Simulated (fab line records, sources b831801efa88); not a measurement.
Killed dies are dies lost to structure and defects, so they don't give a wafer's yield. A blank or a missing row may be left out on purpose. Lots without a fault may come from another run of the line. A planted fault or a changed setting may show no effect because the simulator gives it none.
Problem report in the 8D (eight disciplines) form, filled by code | flow gf180mcu | the parts of the form that need people (team, actions taken, sign-off) are left out

1. THE PROBLEM
cd_nm at GF_HV_LDD_CD_MEAS_07 reads a mean of 413.6 nm on 2 wafers of 2 lots; wafers without a fault read 400.8 nm with a standard deviation of 2. That is +6.4 standard deviations from the usual mean.
The step: target cd 400 nm.
First seen on wafer L772.2, day 14 06:55, on cd_sem-02. The record holds 36 wafers of 12 lots with a number at this step. Rule for "out", or "out of limits": more than 4 standard deviations from the usual mean. The other wafers with a number count as sound.

2. WHAT IT IS AND WHAT IT IS NOT
question                    | is                   | is not
which readings at this step | cd_nm                | -
which lots                  | L772, L775           | L760, L761, L762, L763, L764, L766, L776, L779, L780, L781
which wafers of those lots  | L772.2, L775.2       | L772.1, L772.5, L775.1, L775.5
read on which gauges        | cd_sem-01, cd_sem-02 | -
when                        | from day 14 06:55    | up to then (20 sound wafers); but 14 sound wafers of L775, L776, L779, L780, L781 came after

3. SUSPECTS, AND WHAT RULES EACH OUT
Counting: a tool at a process step up to the reading stays a suspect if it ran every lot that is out. Sound lots after the first of them don't rule it out here, since some wafers of a struck lot are sound.
- the gauge at GF_HV_LDD_CD_MEAS_07: ruled out. The wafers that are out were read on 2 gauges (cd_sem-01, cd_sem-02).
- rtp_anneal-01 at GF_VT_IMPLANT_RTA_45 (time 30 s): kept. It ran every lot that is out, first L772 (day 11 09:20); its last sound lot up to then is L764 (day 8 21:15).
- litho_track-01 at GF_HV_LDD_COAT_02 (resist thk 1000 nm): kept. It ran every lot that is out, first L772 (day 13 20:24); its last sound lot up to then is L766 (day 11 14:19).
Left after counting: rtp_anneal-01 at GF_VT_IMPLANT_RTA_45, litho_track-01 at GF_HV_LDD_COAT_02.

4. THE CAUSE (what the simulator had put in)
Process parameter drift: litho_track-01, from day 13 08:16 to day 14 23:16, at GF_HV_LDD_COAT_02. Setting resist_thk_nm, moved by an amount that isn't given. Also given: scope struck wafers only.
Counting left 2 suspects, and this tool is among them.

5. THE CHAIN OF EFFECTS, in route order
Each row: a reading whose mean over the struck wafers that have a number lies more than 3 standard deviations from the usual. Only readings for which the record gives a usual standard deviation are gone through. hours: the time from each lot's start at the first step in this table that gives one to its start at this step, as a median over the lots. sigmas: the change in usual standard deviations.
hours | step                 | reading                  | usual      | on struck wafers | change | sigmas
0     | GF_HV_LDD_CD_MEAS_07 | cd_nm                    | 400.8 nm   | 413.6            | +12.8  | +6.4
0     | GF_HV_LDD_STRIP_10   | oes_product_au           | 0.716 a.u. | 0.694            | -0.022 | -5.2
0     | GF_HV_LDD_STRIP_10   | strip_time_to_endpoint_s | 12.64 s    | 11.05            | -1.59  | -42
The process steps in it:
- GF_HV_LDD_STRIP_10: strips in O2/N2.
Later measuring or inspecting steps at which every struck wafer that the step has a row for has a number for every such reading, and none has moved that far: GF_HV_LDD_OVL_MEAS_20.

6. WHAT WOULD HAVE CAUGHT IT SOONER
In this record the first reading out of limits at a measuring or inspecting step was taken at day 14 06:55, 23 hours after the fault began at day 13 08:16.
Of the lots that are out (2), L775 began GF_HV_LDD_COAT_02 on litho_track-01 after day 14 06:55. A hold on the tool at that time would have spared it.
